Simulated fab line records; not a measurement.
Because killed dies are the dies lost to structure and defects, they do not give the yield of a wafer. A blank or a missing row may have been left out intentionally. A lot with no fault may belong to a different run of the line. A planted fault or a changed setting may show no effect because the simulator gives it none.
One fault through the eyes of 2 desks | flow sky130 | each desk has only its own numbers; what lay behind them comes last

== FROM THE METROLOGY DESK ==
What the gauges read, lot by lot, whatever tool the lot ran on: means of the sampled wafers that have a number. A lot is out of limits, marked OUT, if its mean lies more than 4 standard deviations from the usual mean; the brackets give that distance.
Columns: A = NWELL_RS at SKY_NWELL_RS_MEAS_29, usual 623.7 ohm/sq; B = SONOS_ONO_OXIDATION_THK at SKY_SONOS_ONO_THK_MEAS_01, usual 2.58 nm; C = SONOS_ONO_CVD_02_THK at SKY_SONOS_ONO_THK_MEAS_03, usual 10.53 nm
lot  | first seen here | A     | B    | C
L217 | day 5 12:17     | 624.4 | 2.51 | 10.52
L219 | day 5 23:01     | 625.7 | 2.61 | 10.75
L220 | day 6 03:24     | 620.8 | 2.52 | 10.56
L221 | day 7 00:24     | 622.6 | 2.59 | 10.57
L224 | day 7 01:53     | 625.3 | 2.60 | 10.53
L225 | day 7 08:59     | 619.8 | 2.49 | 10.54
L226 | day 7 16:26     | 625.1 | 2.59 | 10.66
L227 | day 7 20:55     | 625.6 | 2.59 | 10.76
L228 | day 8 01:19     | 622.2 | 2.53 | 10.37
L231 | day 8 20:29     | 624.5 | 2.49 | 7.01 (-27) OUT
L239 | day 10 22:57    | 622.5 | 2.62 | 10.46
L240 | day 11 06:23    | 624.0 | 2.57 | 10.28
This desk reports L231 out of limits; the earliest was L231 at day 16 01:53 (SONOS_ONO_CVD_02_THK at SKY_SONOS_ONO_THK_MEAS_03). In limits: L217, L219, L220, L221, L224, L225, L226, L227, L228, L239, L240.

== TOOL OWNER'S DESK, lpcvd-02 ==
The tool's own readings at SKY_SONOS_ONO_CVD_02 (deposits Si3N4 from DCS/NH3, target thk 10.5 nm, time 180 s): means of the sampled wafers that have a number, for each lot that ran on this tool. A lot is out of limits, marked OUT, if its mean lies more than 4 standard deviations from the usual mean; the brackets give that distance.
Columns: A = spikeTcTopC at SKY_SONOS_ONO_CVD_02, usual 782 C
lot  | first seen here | A
L217 | day 11 21:28    | 785
L219 | day 12 06:56    | 786
L220 | day 12 11:08    | 785
L221 | day 13 16:54    | 786
L224 | day 13 17:57    | 778
L225 | day 14 03:46    | 778
L226 | day 14 13:02    | 786
L227 | day 14 18:37    | 785
L228 | day 15 02:53    | 778
L231 | day 16 00:49    | 786
L239 | day 18 17:35    | 779
L240 | day 19 06:56    | 779
This desk's verdict: no lot among the 12 shows anything out of limits.

== BROUGHT TOGETHER ==
On L231, the metrology desk was in a position to raise an alarm at day 16 01:53.
The desk of the tool owner found nothing out of limits.
The tool owner's desk has L231 on record, within its limits.
SKY_SONOS_ONO_CVD_02 was run on lpcvd-02 by each of the lots named.

== WHAT THE SIMULATOR PUT IN ==
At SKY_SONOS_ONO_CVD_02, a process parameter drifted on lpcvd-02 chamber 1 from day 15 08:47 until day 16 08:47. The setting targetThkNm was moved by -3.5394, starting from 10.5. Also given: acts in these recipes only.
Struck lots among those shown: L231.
Per desk, hours elapsed from the start of the fault to the first reading out of limits: for the metrology desk, 17.
